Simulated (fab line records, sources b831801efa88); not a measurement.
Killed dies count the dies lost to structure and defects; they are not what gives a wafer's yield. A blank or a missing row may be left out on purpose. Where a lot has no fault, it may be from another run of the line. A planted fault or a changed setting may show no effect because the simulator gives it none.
Which tool is to blame? ; flow sky130 ; 36 wafers from 12 lots sampled at 5 of the route's 708 steps

## WHAT EACH GAUGE READ, for each wafer
SKY_LDD_HVP_OVL_MEAS_07.
lot;measured;on;LDD_HVP_OVL (nm)
L293;day 22 09:38;overlay-02;-1.7 1.2 -0.7
L294;day 22 14:55;overlay-01;-2.0 -2.8 -2.0
L295;day 23 03:24;overlay-02;0.6 2.1 -1.2
L298;day 24 14:37;overlay-01;- - -
L299;day 24 15:42;overlay-01;-2.3 -1.4 -0.4
L302;day 25 10:38;overlay-02;-1.5 -0.9 -1.9
L307;day 28 12:33;overlay-02;-1.3 -2.5 -2.7
L309;day 28 13:28;overlay-01;-0.3 -1.0 -1.2
L308;day 28 13:46;overlay-01;-0.8 0.8 -1.6
L310;day 28 14:40;overlay-02;1.1 1.9 1.0
L312;day 28 22:59;overlay-02;-3.2 -2.7 -2.6
L313;day 29 04:49;overlay-02;0.0 0.8 0.9

SKY_LDD_HVP_TW_MEAS_10.
lot;measured;on;LDD_HVP_TW
L293;day 22 09:56;filmMetro-01;461 460 461
L294;day 22 15:13;filmMetro-01;457 457 457
L295;day 23 03:41;filmMetro-01;457 460 462
L298;day 24 14:55;filmMetro-03;31 31 30 31 31 31
L299;day 24 15:59;filmMetro-02;464 468 463
L302;day 25 10:56;filmMetro-02;461 462 463
L307;day 28 12:50;filmMetro-01;456 458 456
L309;day 28 13:46;filmMetro-02;465 462 466
L308;day 28 14:04;filmMetro-03;463 464 462
L310;day 28 14:57;filmMetro-01;457 457 456
L312;day 28 23:17;filmMetro-03;464 465 463
L313;day 29 05:07;filmMetro-01;457 459 461

SKY_SD_P_CD_MEAS_07: the cd target is 380 nm.
lot;measured;on;cdNm (nm)
L293;day 26 05:12;cdSem-01;379.6 380.2 380.4
L294;day 26 12:59;cdSem-02;379.8 382.0 379.5
L295;day 26 22:25;cdSem-02;381.2 381.7 382.6
L299;day 28 08:49;cdSem-01;380.6 382.4 381.4
L302;day 29 02:07;cdSem-01;383.8 384.0 384.2
L307;day 32 01:39;cdSem-02;377.3 372.8 374.7
L309;day 32 02:59;cdSem-02;382.5 383.6 382.2
L308;day 32 04:06;cdSem-02;382.5 381.0 378.6
L310;day 32 04:47;cdSem-01;381.8 382.8 381.0
L312;day 32 11:12;cdSem-01;383.9 383.3 383.9
L313;day 32 15:37;cdSem-01;375.9 377.3 376.4

SKY_METAL1_CD_MEAS_15: the cd target is 140 nm.
lot;measured;on;cdNm (nm)
L293;day 33 10:42;cdSem-01;141.8 139.7 139.0
L294;day 33 16:59;cdSem-02;137.7 138.2 136.6
L295;day 34 01:30;cdSem-01;136.6 139.2 139.7
L299;day 35 08:51;cdSem-02;138.7 140.4 138.6
L302;day 36 01:06;cdSem-02;136.2 137.3 137.1
L307;day 38 19:24;cdSem-01;141.5 141.4 141.1
L309;day 38 20:46;cdSem-01;139.2 139.9 140.3
L308;day 38 22:18;cdSem-02;141.0 143.7 142.2
L310;day 38 22:58;cdSem-02;140.1 140.8 139.5
L312;day 39 06:11;cdSem-02;140.5 139.3 139.4
L313;day 39 09:55;cdSem-01;139.9 141.1 142.0

## WHICH TOOL RAN EACH LOT (tool, then ch and the chambers of the sampled wafers, then the start)
lot;SKY_LDD_HVP_EXPOSE_04
L293;ilineStepper-01 ch 0, day 21 19:41
L294;ilineStepper-01 ch 0, day 22 00:47
L295;ilineStepper-02 ch 0, day 22 12:21
L298;ilineStepper-01 ch 0, day 23 23:40
L299;ilineStepper-01 ch 0, day 24 00:16
L302;ilineStepper-02 ch 0, day 24 20:22
L307;ilineStepper-01 ch 0, day 27 22:57
L309;ilineStepper-01 ch 0, day 28 00:16
L308;ilineStepper-02 ch 0, day 28 00:57
L310;ilineStepper-02 ch 0, day 28 01:26
L312;ilineStepper-01 ch 0, day 28 09:34
L313;ilineStepper-02 ch 0, day 28 14:32
- SKY_LDD_HVP_EXPOSE_04: exposes mask HVPTM, target cd 700 nm.

## WHAT THE TOOLS THEMSELVES READ (means of the sampled wafers that have a number; where no wafer has one, the mark that the record gives instead)
The record holds no such reading with a usual standard deviation.

## THE ANSWER, worked out from the rows above alone
Rule: what is usual is taken from the lots themselves. Put in order of their means at a reading, lots are off if they are a third of the lots or fewer, leave a main group of 4 or more, and stand apart from it by a gap of 3 or more times the standard deviation of the main group's means; of several such gaps the widest counts. A main group is skipped when, at the precision printed for the reading in the tables above, its means are all equal. A lot without any number at a reading at which 4 lots or more have one is off too. All remaining lots with rows at the step are treated as sound. After the gauges, taken in route order, come the tools' own readings; for these a lot's mean is taken, as printed above. The first step at which some lot is off is used, and at that step the reading that is off furthest; a lot without a number counts as furthest.
Off: at SKY_LDD_HVP_OVL_MEAS_07 (LDD_HVP_OVL), L298. Without a number there: L298. Main group: mean -0.9 nm, sd 1.2.
If a tool, at a process step before that reading, ran all the lots that are off and no sound lot after the first of them, it fits. Not tried: the gauges at SKY_LDD_HVP_OVL_MEAS_07; whatever is off there is also off at SKY_LDD_HVP_TW_MEAS_10, on other tools, and gauge error can't account for it. No candidate that was tried fits.

## WHAT HAD BEEN PUT IN BY THE SIMULATOR
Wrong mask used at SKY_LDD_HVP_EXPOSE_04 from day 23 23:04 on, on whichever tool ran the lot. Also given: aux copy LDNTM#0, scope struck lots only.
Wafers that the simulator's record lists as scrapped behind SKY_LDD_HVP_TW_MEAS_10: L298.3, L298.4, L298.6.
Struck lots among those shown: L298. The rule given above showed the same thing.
